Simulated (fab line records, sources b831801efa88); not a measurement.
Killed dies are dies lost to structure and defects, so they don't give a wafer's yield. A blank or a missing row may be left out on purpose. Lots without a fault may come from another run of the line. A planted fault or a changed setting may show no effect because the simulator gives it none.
Which tool did it? | flow sky130 | 11 lots, 33 wafers sampled, at 4 steps of a route of 708

WHAT THE GAUGES READ, wafer by wafer
SKY_VIA3_CD_MEAS_12: target cd 200 nm.
lot  | measured     | on        | cd_nm (nm)
L521 | day 39 07:08 | cd_sem-01 | 200.3 200.9 199.8
L522 | day 39 15:30 | cd_sem-01 | 199.2 198.5 200.5
L523 | day 39 22:13 | cd_sem-01 | 199.3 199.6 199.9
L525 | day 40 10:58 | cd_sem-01 | 201.2 200.7 202.7
L526 | day 42 04:02 | cd_sem-02 | 199.5 201.6 199.2
L531 | day 42 09:06 | cd_sem-02 | 198.7 201.4 199.4
L530 | day 42 14:03 | cd_sem-02 | 201.5 201.2 201.0
L533 | day 43 02:50 | cd_sem-01 | 199.0 200.4 200.7
L535 | day 44 00:16 | cd_sem-01 | 200.7 199.9 201.2
L536 | day 44 14:41 | cd_sem-01 | 202.3 200.3 202.3
L543 | day 46 04:03 | cd_sem-02 | 201.7 202.8 202.6

SKY_VIA3_THK_MEAS_23: measures by xrf.
lot  | measured     | on            | VIA3_W_THK (nm)
L521 | day 39 08:17 | film_metro-03 | 396 399 394
L522 | day 39 16:38 | film_metro-02 | 383 382 384
L523 | day 39 23:23 | film_metro-02 | 376 383 378
L525 | day 40 12:08 | film_metro-04 | 388 387 383
L526 | day 42 05:14 | film_metro-02 | 391 387 390
L531 | day 42 10:17 | film_metro-04 | 391 389 392
L530 | day 42 15:12 | film_metro-04 | 386 385 390
L533 | day 43 04:01 | film_metro-02 | 384 382 385
L535 | day 44 01:25 | film_metro-04 | 391 391 391
L536 | day 44 15:50 | film_metro-03 | 385 392 393
L543 | day 46 05:19 | film_metro-03 | 401 402 408

SKY_METAL4_OVL_MEAS_14.
lot  | measured     | on         | METAL4_OVL (nm)
L521 | day 41 09:17 | overlay-01 | 2 7 1
L522 | day 41 15:41 | overlay-01 | -1 -6 3
L523 | day 42 01:56 | overlay-02 | -1 0 3
L525 | day 42 13:07 | overlay-01 | -5 -8 -5
L526 | day 44 05:32 | overlay-02 | 6 -2 -4
L531 | day 44 08:47 | overlay-01 | 8 9 -2
L530 | day 44 12:28 | overlay-01 | 9 6 5
L533 | day 45 00:29 | overlay-01 | 3 1 10
L535 | day 45 22:17 | overlay-02 | 7 5 1
L536 | day 46 11:05 | overlay-02 | 0 3 -3
L543 | day 47 23:38 | overlay-01 | 1 3 2

WHICH TOOL RAN EACH LOT (tool, then ch and the chambers of the sampled wafers, then the start)
lot  | SKY_METAL4_SPUTTER_02
L521 | pvd_sputter-04, day 39 08:41
L522 | pvd_sputter-04, day 39 17:01
L523 | pvd_sputter-02, day 39 23:47
L525 | pvd_sputter-03, day 40 12:32
L526 | pvd_sputter-02, day 42 08:32
L531 | pvd_sputter-04, day 42 11:31
L530 | pvd_sputter-02, day 42 15:38
L533 | pvd_sputter-04, day 43 04:26
L535 | pvd_sputter-04, day 44 01:49
L536 | pvd_sputter-04, day 44 16:14
L543 | pvd_sputter-03, day 46 06:00
- SKY_METAL4_SPUTTER_02: material AlCu, target thk 735 nm, time 39.1 s.

WHAT THE TOOLS THEMSELVES READ (means of the sampled wafers that have a number; where no wafer has one, the mark that the record gives instead)
SKY_METAL4_SPUTTER_02.
lot  | tool           | throttle_valve_pct (%)
L521 | pvd_sputter-04 | 30.3
L522 | pvd_sputter-04 | 29.5
L523 | pvd_sputter-02 | 29.6
L525 | pvd_sputter-03 | 29.7
L526 | pvd_sputter-02 | 29.7
L531 | pvd_sputter-04 | 29.1
L530 | pvd_sputter-02 | 29.6
L533 | pvd_sputter-04 | 30.5
L535 | pvd_sputter-04 | 30.4
L536 | pvd_sputter-04 | 30.4
L543 | pvd_sputter-03 | 29.8

THE ANSWER, worked out from the rows above alone
Rule: what is usual is taken from the lots themselves. Put in order of their means at a reading, lots are off if they are a third of the lots or fewer, leave a main group of 4 or more, and stand apart from it by a gap of 3 or more times the standard deviation of the main group's means; of several such gaps the widest counts. A main group whose means are all the same, to the digits that the tables above print for the reading, isn't used. A lot without any number at a reading at which 4 lots or more have one is off too. The other lots that the step has rows for count as sound. The gauges are gone through in route order, then the tools' own readings, and for those a lot's mean is taken as printed above. The first step at which some lot is off is used, and at that step the reading that is off furthest; a lot without a number counts as furthest.
No lot is off at any reading shown: from this, nothing can be told.

WHAT THE SIMULATOR HAD PUT IN
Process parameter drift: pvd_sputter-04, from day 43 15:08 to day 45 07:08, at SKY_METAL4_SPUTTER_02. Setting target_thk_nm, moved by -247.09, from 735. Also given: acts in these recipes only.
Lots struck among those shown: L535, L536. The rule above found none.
